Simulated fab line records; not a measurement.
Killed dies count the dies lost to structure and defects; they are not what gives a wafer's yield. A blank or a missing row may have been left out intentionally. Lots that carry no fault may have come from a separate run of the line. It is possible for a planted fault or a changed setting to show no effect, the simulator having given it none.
Which tool was responsible? ; flow sky130 ; Sampling: 14 lots, 42 wafers, 4 of 708 route steps

WHAT THE GAUGES READ, wafer by wafer
SKY_NWELL_RS_MEAS_31: uses a four-point probe to measure.
lot;measured;on;PWDE_RS (ohm/sq)
L578;day 5 14:12;film metro-04;5270 5272 5270
L579;day 5 19:02;film metro-03;5264 5254 5258
L580;day 5 22:20;film metro-03;5294 5290 5289
L581;day 6 05:06;film metro-04;5248 5250 5235
L582;day 6 09:57;film metro-01;5291 5300 5276
L583;day 6 18:35;film metro-01;5302 5283 5285
L584;day 6 23:44;film metro-03;5279 5272 5259
L585;day 7 05:44;film metro-04;5303 5270 5293
L593;day 9 14:47;film metro-04;5281 5286 5298
L594;day 9 15:41;film metro-01;5270 5248 5251
L598;day 10 11:28;film metro-01;5279 5286 5290
L599;day 10 17:56;film metro-01;5263 5241 5262
L600;day 11 00:01;film metro-01;5284 5294 5296
L601;day 11 03:34;film metro-01;5312 5305 5280

SKY_GATE_OXIDE_OVL_MEAS_10.
lot;measured;on;GATE_OXIDE_OVL (nm)
L578;day 14 09:37;overlay-02;-3.4 -1.7 -2.1
L579;day 14 18:47;overlay-02;-1.7 -0.1 -2.9
L580;day 14 21:53;overlay-01;-2.4 -1.1 -0.8
L581;day 15 08:03;overlay-01;-0.6 -2.1 -1.0
L582;day 15 15:52;overlay-02;-0.6 1.6 0.6
L583;day 16 03:54;overlay-01;-1.1 -1.5 -2.0
L584;day 16 12:20;overlay-02;1.3 0.1 1.3
L585;day 16 20:09;overlay-01;-0.6 -1.5 -2.5
L593;day 20 11:56;overlay-01;-5.4 -4.1 -2.9
L594;day 20 13:01;overlay-01;-1.3 -1.0 -2.1
L598;day 21 13:19;overlay-01;-0.8 -2.5 -2.2
L599;day 21 23:35;overlay-01;-2.1 -3.6 -3.1
L600;day 22 01:25;overlay-01;-1.5 -1.7 -1.6
L601;day 22 08:53;overlay-01;-1.9 -2.3 -0.5

SKY_POLY_GATE_THK_MEAS_01.
lot;measured;on;POLY_GATE_CVD_00_THK (nm)
L578;day 14 13:29;film metro-03;180.9 180.6 181.3
L579;day 14 22:22;film metro-02;178.3 179.4 178.1
L580;day 15 01:23;film metro-03;181.1 182.5 181.0
L581;day 15 12:52;film metro-01;179.5 178.6 178.6
L582;day 15 19:05;film metro-02;180.8 179.8 179.3
L583;day 16 07:32;film metro-01;180.4 181.2 180.3
L584;day 16 15:53;film metro-02;181.2 181.8 181.2
L585;day 16 23:56;film metro-01;178.9 179.8 178.0
L593;day 20 15:11;film metro-02;177.9 178.2 177.7
L594;day 20 16:44;film metro-02;182.1 181.3 180.8
L598;day 21 16:35;film metro-01;182.4 180.2 182.2
L599;day 22 02:49;film metro-02;182.1 182.5 182.8
L600;day 22 04:44;film metro-03;180.9 182.1 181.3
L601;day 22 12:07;film metro-01;180.5 181.3 181.7

WHICH TOOL RAN EACH LOT (tool, then ch and the chambers of the sampled wafers, then the start)
lot;SKY_VT_ADJUST_LVTN_DEVELOP_06
L578;litho track-02 ch 0, day 7 04:00
L579;litho track-03 ch 0, day 7 10:00
L580;litho track-03 ch 0, day 7 13:00
L581;litho track-02 ch 0, day 7 20:00
L582;litho track-03 ch 0, day 8 00:00
L583;litho track-01 ch 0, day 8 09:00
L584;litho track-01 ch 0, day 8 15:00
L585;litho track-02 ch 0, day 8 21:00
L593;litho track-03 ch 0, day 11 13:00
L594;litho track-03 ch 0, day 11 15:00
L598;litho track-02 ch 0, day 12 11:00
L599;litho track-01 ch 0, day 12 19:00
L600;litho track-01 ch 0, day 13 01:00
L601;litho track-01 ch 0, day 13 06:00
- SKY_VT_ADJUST_LVTN_DEVELOP_06: develop time 60 s.

AS READ BY THE TOOLS THEMSELVES (means over the sampled wafers that have a number; for cases with no such wafer, the mark the record gives instead)
SKY_VT_ADJUST_LVTN_DEVELOP_06.
lot;tool;chill plate temp C (C);developer temp C (C);exhaust pa (Pa)
L578;litho track-02;23.09;23.10;45.2
L579;litho track-03;23.02;22.97;44.8
L580;litho track-03;23.04;22.82;44.6
L581;litho track-02;22.92;23.06;45.6
L582;litho track-03;22.94;22.98;44.3
L583;litho track-01;23.03;22.91;45.7
L584;litho track-01;23.04;22.79;44.3
L585;litho track-02;23.06;22.95;44.9
L593;litho track-03;23.02;22.07;44.7
L594;litho track-03;23.02;22.03;43.9
L598;litho track-02;23.04;23.02;46.6
L599;litho track-01;23.03;22.94;44.5
L600;litho track-01;22.84;23.10;45.2
L601;litho track-01;23.15;22.81;43.9

THE ANSWER, worked out from the rows above alone
Rule: usual is defined by the lots themselves. Put in order of their means at a reading, lots are off if they are a third of the lots or fewer, leave a main group of 4 or more, and stand apart from it by a gap of 3 or more times the standard deviation of the main group's means; of several such gaps the widest counts. If all means in a main group match to the digits the tables above print for the reading, that group is not used. A lot without any number at a reading at which 4 lots or more have one is off too. All remaining lots with rows at the step are treated as sound. The gauges are gone through in route order, then the tools' own readings, and for those a lot's mean is taken as printed above. The first step at which some lot is off is used, and at that step the reading that is off furthest; a lot without a number counts as furthest.
Off: L593, L594, at SKY_VT_ADJUST_LVTN_DEVELOP_06 (developer temp C). The main group has a mean of 22.95 C with a standard deviation of 0.1.
A tool fits if, at that step or a process step before it, it ran every lot that is off, and no sound lot after the first of them. One fits: SKY_VT_ADJUST_LVTN_DEVELOP_06 on litho track-03. A fault onset in the window from L582 (day 8 00:00, its last sound lot) to L593 (day 11 13:00, its first lot off) fits.
The tool's own readings at SKY_VT_ADJUST_LVTN_DEVELOP_06 bear it out: on the lots that are off they differ by more than 5 times the standard deviation of the sound lots' means. developer temp C reads 22.05 C there against 22.95 C on the sound lots.

WHAT THE SIMULATOR PUT IN
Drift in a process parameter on litho track-03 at SKY_VT_ADJUST_LVTN_DEVELOP_06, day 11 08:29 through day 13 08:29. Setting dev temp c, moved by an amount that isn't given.
Struck lots among those shown: L593, L594. The rule above reached the same finding.
